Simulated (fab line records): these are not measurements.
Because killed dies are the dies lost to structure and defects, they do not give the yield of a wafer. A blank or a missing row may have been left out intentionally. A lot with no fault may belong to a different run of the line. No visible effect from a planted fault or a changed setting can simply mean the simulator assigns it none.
fab line records ; flow sky130
record lots=6; wafers=18; lastDay=49
route steps=708 shown VT_ADJUST_NCORE@129 VT_ADJUST_HVTR@131 PAD_OPEN@708
lots that met no fault: from a run of the same line without faults
startH: hours from the record's first day to the start of the lot's first wafer shown ; waitH: hours from the lot's prior step to this one ; " as in the row above ; L1.1+2: a row that stands for several wafers ; - either no value or no given start ; * or withheld: withheld ; < > ~ a bound
route shown NAME@n: NAME is a module with steps in the file, n the number in the route of the first one ; usual: average and standard deviation across the fault-free wafers ; same: alike in all rows ; chamber/n: place in a boat ; sites: per-site readings ; _std_site: standard deviation across them ; _edge_site: mean of outer sites minus mean of inner sites ; radiusMm: how far each site lies from the wafer's centre ; mask NAME#n: copy n ; behind: the tool/chamber that last shaped the wafer ; hold: reason for holding the lot/hours on hold/outcome of the hold ; device: transistor that didn't switch, given as n, p or np ; end of line: the tests these same wafers got at the end of their route ; step lacking rows: just its recipe ; killed: dies lost to structure and defects at the first sort, not the wafer's yield ; map: a wafer's dies, marking killed ones x, the rest . and places with no die _
set.NAME: the setting as run; set.NAME@STEP: as run at that earlier step ; model.NAME: the simulator's own value behind a step, which no gauge read
a table for each step, a row for each wafer; lots at some steps of the route
services: when a tool's chamber went out of use (startH, in hours from the record's first day, below 0 if earlier), for how many hours, and the reason
## steps
# step SKY_VT_ADJUST_NCORE_STRIP_10
# recipe chemistry=O2/N2; powerW=1400; pressureMtorr=1500; platenTempC=withheld; o2FlowSccm=3000; n2FlowSccm=300; overashFraction=0.5
# usual drypumpMotorCurrentA=5.7/0.36; oesProductAu=0.715/0.0047; stripTimeToEndpointS=14.17/0.034
# same overashFraction=0.5
lot.wafer;tool;chamber;startH;waitH;drypumpMotorCurrentA;oesProductAu;rfHoursCounterH;stripTimeToEndpointS
L881.1;plasmaAsher-01;0;222.54;0.1;5.3;0.712;10;14.14
L881.3;plasmaAsher-01;1;222.54;0.1;5.8;0.722;-;14.20
L881.5;plasmaAsher-01;0;222.54;0.1;5.3;0.726;-;14.15
L883.1;plasmaAsher-03;1;249.04;0.1;5.9;0.709;57;14.15
L883.3;plasmaAsher-03;0;249.04;0.1;5.8;0.716;-;14.17
L883.6;plasmaAsher-03;1;249.04;0.1;6.0;0.723;-;14.12
L885.1;plasmaAsher-03;1;259.14;0.1;6.0;0.716;58;14.19
L885.2;plasmaAsher-03;0;259.14;0.1;5.8;0.704;58;14.17
L885.4;plasmaAsher-03;1;259.14;0.1;6.0;0.711;-;14.20
L884.2;plasmaAsher-04;1;261.11;0.1;5.9;0.720;43;14.18
L884.3;plasmaAsher-04;0;261.11;0.1;5.0;0.722;-;14.22
L884.4;plasmaAsher-04;1;261.11;0.1;5.9;0.709;-;14.16
L893.2;plasmaAsher-04;1;310.56;0.1;5.9;0.711;48;14.19
L893.4;plasmaAsher-04;0;310.56;0.1;5.0;0.716;-;14.19
L893.6;plasmaAsher-04;1;310.56;0.1;5.9;0.713;-;14.22
L895.2;plasmaAsher-03;1;321.44;0.1;6.0;0.718;63;14.20
L895.5;plasmaAsher-03;1;321.44;0.1;6.0;0.715;-;14.21
L895.6;plasmaAsher-03;0;321.44;0.1;5.8;0.710;-;14.20
# step SKY_VT_ADJUST_NCORE_TW_MEAS_11
# usual VT_ADJUST_NCORE_TW=216.6/2.7
lot.wafer;tool;chamber;startH;waitH;VT_ADJUST_NCORE_TW
L881.1;filmMetro-02;-;222.64;0.1;218.2
L881.3;filmMetro-02;-;222.64;0.1;217.0
L881.5;filmMetro-02;-;222.64;0.1;219.0
L883.1;filmMetro-04;-;249.14;0.1;213.9
L883.3;filmMetro-04;-;249.14;0.1;213.6
L883.6;filmMetro-04;-;249.14;0.1;213.6
L885.1;filmMetro-02;-;259.24;0.1;217.3
L885.2;filmMetro-02;-;259.24;0.1;217.7
L885.4;filmMetro-02;-;259.24;0.1;216.5
L884.2;filmMetro-04;-;261.22;0.1;213.8
L884.3;filmMetro-04;-;261.22;0.1;214.1
L884.4;filmMetro-04;-;261.22;0.1;212.3
L893.2;filmMetro-04;-;310.67;0.1;212.2
L893.4;filmMetro-04;-;310.67;0.1;212.3
L893.6;filmMetro-04;-;310.67;0.1;214.3
L895.2;filmMetro-04;-;321.55;0.1;212.9
L895.5;filmMetro-04;-;321.55;0.1;212.2
L895.6;filmMetro-04;-;321.55;0.1;210.8
# step SKY_VT_ADJUST_HVTR_DEHYDRATE_00
# recipe tempC=200; timeS=60
# step SKY_VT_ADJUST_HVTR_HMDS_01
# recipe primeTimeS=60; primeTempC=120
# step SKY_VT_ADJUST_HVTR_COAT_02
# recipe resist=NOVOLAK; spinRpm=3000; resistThkNm=1140
# step SKY_VT_ADJUST_HVTR_SOFTBAKE_03
# recipe tempC=90; timeS=60; resist=NOVOLAK
# step SKY_VT_ADJUST_HVTR_EXPOSE_04
# recipe maskId=HVTRM; targetCdNm=380; na=0.6; sourceShape=conventional; sigmaOuter=0.6; doseMj=150
# step SKY_VT_ADJUST_HVTR_PEB_05
# recipe tempC=withheld; timeS=*; resist=NOVOLAK
# step SKY_VT_ADJUST_HVTR_DEVELOP_06
# recipe developTimeS=60; devTempC=23
# step SKY_VT_ADJUST_HVTR_CD_MEAS_07
# recipe targetCdNm=380
# usual cdNm=380.6/2.9
lot.wafer;tool;chamber;startH;waitH;cdNm
L881.1;cdSem-01;-;245.03;0.1;379.4
L881.3;cdSem-01;-;245.03;0.1;381.4
L881.5;cdSem-01;-;245.03;0.1;381.1
L883.1;cdSem-01;-;272.73;0.1;379.9
L883.3;cdSem-01;-;272.73;0.1;380.7
L883.6;cdSem-01;-;272.73;0.1;379.7
L885.1;cdSem-02;-;283.68;0.1;382.1
L885.2;cdSem-02;-;283.68;0.1;382.9
L885.4;cdSem-02;-;283.68;0.1;385.6
L884.2;cdSem-02;-;285.52;0.1;384.8
L884.3;cdSem-02;-;285.52;0.1;380.2
L884.4;cdSem-02;-;285.52;0.1;380.4
L893.2;cdSem-02;-;336.83;0.1;371.7
L893.4;cdSem-02;-;336.83;0.1;373.0
L893.6;cdSem-02;-;336.83;0.1;374.7
L895.2;cdSem-02;-;348.17;0.1;379.1
L895.5;cdSem-02;-;348.17;0.1;379.0
L895.6;cdSem-02;-;348.17;0.1;381.1
# step SKY_VT_ADJUST_HVTR_OVL_MEAS_08
# usual VT_ADJUST_HVTR_OVL=0.5/1.6
lot.wafer;tool;chamber;startH;waitH;VT_ADJUST_HVTR_OVL[nm]
L881.1;overlay-02;-;245.15;0.1;0.6
L881.3;overlay-02;-;245.15;0.1;-0.1
L881.5;overlay-02;-;245.15;0.1;-0.8
L883.1;overlay-01;-;272.85;0.1;2.6
L883.3;overlay-01;-;272.85;0.1;0.7
L883.6;overlay-01;-;272.85;0.1;0.8
L885.1;overlay-02;-;283.80;0.1;-1.0
L885.2;overlay-02;-;283.80;0.1;-1.7
L885.4;overlay-02;-;283.80;0.1;-1.4
L884.2;overlay-01;-;285.63;0.1;-0.5
L884.3;overlay-01;-;285.63;0.1;-1.1
L884.4;overlay-01;-;285.63;0.1;-2.0
L893.2;overlay-01;-;336.93;0.1;2.2
L893.4;overlay-01;-;336.93;0.1;4.4
L893.6;overlay-01;-;336.93;0.1;3.2
L895.2;overlay-01;-;348.28;0.1;0.7
L895.5;overlay-01;-;348.28;0.1;-1.5
L895.6;overlay-01;-;348.28;0.1;-0.4
# step SKY_VT_ADJUST_HVTR_IMPLANT_09
# recipe species=B; energyKev=10; doseCm2=2.1e+12; tiltDeg=withheld
# step SKY_VT_ADJUST_HVTR_STRIP_10
# recipe chemistry=O2/N2; powerW=1400; pressureMtorr=1500; platenTempC=withheld; o2FlowSccm=3000; n2FlowSccm=300; overashFraction=0.5
# usual drypumpMotorCurrentA=5.4/0.45; oesProductAu=0.715/0.0044; stripTimeToEndpointS=14.16/0.034
# same overashFraction=0.5
lot.wafer;tool;chamber;startH;waitH;drypumpMotorCurrentA;oesProductAu;rfHoursCounterH;stripTimeToEndpointS
L881.1;plasmaAsher-04;1;245.34;0.1;5.9;0.717;41;14.17
L881.3;plasmaAsher-04;0;245.34;0.1;5.0;0.711;-;14.14
L881.5;plasmaAsher-04;1;245.34;0.1;5.9;0.710;-;14.16
L883.1;plasmaAsher-02;1;273.04;0.1;5.0;0.716;60;14.11
L883.3;plasmaAsher-02;1;273.04;0.1;5.0;0.714;-;14.07
L883.6;plasmaAsher-02;1;273.04;0.1;4.9;0.712;-;14.08
L885.1;plasmaAsher-02;1;283.99;0.1;4.9;0.705;61;14.14
L885.2;plasmaAsher-02;0;283.99;0.1;5.0;0.749;61;13.37
L885.4;plasmaAsher-02;1;283.99;0.1;5.0;0.721;-;14.15
L884.2;plasmaAsher-02;0;285.81;0.1;5.0;0.744;61;13.36
L884.3;plasmaAsher-02;0;285.81;0.1;5.0;0.749;-;13.37
L884.4;plasmaAsher-02;1;285.81;0.1;4.9;0.709;-;14.19
L893.2;plasmaAsher-04;0;337.11;0.1;5.0;0.721;52;14.15
L893.4;plasmaAsher-04;1;337.11;0.1;5.9;0.717;-;14.14
L893.6;plasmaAsher-04;1;337.11;0.1;5.9;0.720;-;14.09
L895.2;plasmaAsher-03;1;348.46;0.1;6.0;0.715;66;14.17
L895.5;plasmaAsher-03;0;348.46;0.1;5.8;0.712;-;14.20
L895.6;plasmaAsher-03;1;348.46;0.1;6.0;0.714;-;14.21
# step SKY_VT_ADJUST_HVTR_TW_MEAS_11
# usual VT_ADJUST_HVTR_TW=211.0/1.4
lot.wafer;tool;chamber;startH;waitH;VT_ADJUST_HVTR_TW
L881.1;filmMetro-03;-;245.44;0.1;213.0
L881.3;filmMetro-03;-;245.44;0.1;212.8
L881.5;filmMetro-03;-;245.44;0.1;212.5
L883.1;filmMetro-01;-;273.14;0.1;211.8
L883.3;filmMetro-01;-;273.14;0.1;211.7
L883.6;filmMetro-01;-;273.14;0.1;210.4
L885.1;filmMetro-01;-;284.09;0.1;211.0
L885.2;filmMetro-01;-;284.09;0.1;211.3
L885.4;filmMetro-01;-;284.09;0.1;210.4
L884.2;filmMetro-01;-;285.92;0.1;211.8
L884.3;filmMetro-01;-;285.92;0.1;210.1
L884.4;filmMetro-01;-;285.92;0.1;210.8
L893.2;filmMetro-02;-;337.22;0.1;208.7
L893.4;filmMetro-02;-;337.22;0.1;209.6
L893.6;filmMetro-02;-;337.22;0.1;209.9
L895.2;filmMetro-03;-;348.57;0.1;210.8
L895.5;filmMetro-03;-;348.57;0.1;211.7
L895.6;filmMetro-03;-;348.57;0.1;211.7
# step SKY_PAD_OPEN_PROBE_99
# usual killed_at_M0_to_M3=43/6.5; killed_at_M4_up=3.1/1.8; killedAtContacts=24/4.8; killedAtFrontEnd=15/4.7; killedAtOther=0.3/0.58; killedDies=86/8.6; killedOpen=47/6.7; killedShort=39/6.1
# same grossDies=492; killedAtBackSide=0
lot.wafer;tool;chamber;startH;waitH;killed_at_M0_to_M3;killed_at_M4_up;killedAtContacts;killedAtFrontEnd;killedAtOther;killedDies;killedOpen;killedShort
L883.1;prober-02;-;1134.96;0.1;45;1;30;12;0;88;45;43
L883.3;prober-02;-;1135.06;0.2;53;2;23;15;0;93;50;43
L883.6;prober-02;-;1135.21;0.2;42;4;31;13;0;90;49;41
L885.1;prober-01;-;1141.03;0.1;40;3;19;10;0;72;39;33
L885.2;prober-01;-;1141.08;0.1;45;5;15;15;0;80;46;34
L885.4;prober-01;-;1141.18;0.2;40;3;29;12;0;84;48;36
# killed by level:class
L883.1 METAL2:geometricParticle:short=13 CONTACT:geometricParticle:open=13 VIA3:geometricParticle:open=8 VIA2:geometricParticle:open=6 LI_CONTACT:geometricParticle:open=6 LOCAL_INTERCONNECT:geometricParticle:short=6 FIELD_ISO:geometricParticle:open=4 METAL3:geometricParticle:short=4
L883.3 VIA1:geometricParticle:open=12 VIA3:geometricParticle:open=8 METAL1:geometricParticle:short=8 LI_CONTACT:geometricParticle:open=7 VIA2:geometricParticle:open=7 CONTACT:geometricParticle:open=6 CONTACT:geometricParticle:short=5 VIA1:geometricParticle:short=5
L883.6 CONTACT:geometricParticle:open=11 VIA2:geometricParticle:open=11 LI_CONTACT:geometricParticle:open=9 METAL2:geometricParticle:short=8 FIELD_ISO:geometricParticle:open=7 LI_CONTACT:geometricParticle:short=5 METAL1:geometricParticle:short=5 VIA1:geometricParticle:open=5
L885.1 VIA1:geometricParticle:open=8 METAL1:geometricParticle:short=6 VIA3:geometricParticle:open=6 VIA2:geometricParticle:open=5 CONTACT:geometricParticle:open=5 CONTACT:geometricParticle:short=5 LI_CONTACT:geometricParticle:open=4 METAL2:geometricParticle:short=4
L885.2 VIA1:geometricParticle:open=14 VIA3:geometricParticle:open=8 CONTACT:geometricParticle:open=8 METAL1:geometricParticle:short=5 FIELD_ISO:geometricParticle:open=4 POLY_GATE:geometricParticle:open=4 METAL4:geometricParticle:short=4 FIELD_ISO:geometricParticle:short=3
L885.4 VIA1:geometricParticle:open=12 CONTACT:geometricParticle:open=11 METAL1:geometricParticle:short=7 LI_CONTACT:geometricParticle:open=7 VIA1:geometricParticle:short=5 METAL2:geometricParticle:short=5 CONTACT:geometricParticle:short=5 VIA3:geometricParticle:open=5
## services
tool;chamber;startH;hours;kind
plasmaAsher-03;-;261.69;14.6;pm
plasmaAsher-01;-;310.31;49.4;repair
plasmaAsher-01;-;330.98;1.9;repair
## key
firstSign step=SKY_VT_ADJUST_HVTR_STRIP_10; reading=stripTimeToEndpointS; direction=down; sigmas=23; usual=*; struck=*
effect step=SKY_VT_ADJUST_HVTR_STRIP_10; reading=oesProductAu; direction=up; sigmas=7.3; usual=0.715; struck=0.747
metAt SKY_VT_ADJUST_HVTR_STRIP_10
struckWafers L884.2,L884.3,L885.2
testerLeftOut L884,L885
fault kind=processParameterDrift; tool=plasmaAsher-02; chamber=0; onsetH=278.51; steps=SKY_VT_ADJUST_HVTR_STRIP_10; channel=powerW; offset=*; shape=step; endH=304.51; actsIn=*; stated=*
# testerLeftOut: of these lots the tester's yield and bins aren't shown, on N5 and GAA mostly nor the transistor test; their killed dies are dies lost to structure and defects alone, not to doping, threshold or leakage, so they don't give the yield
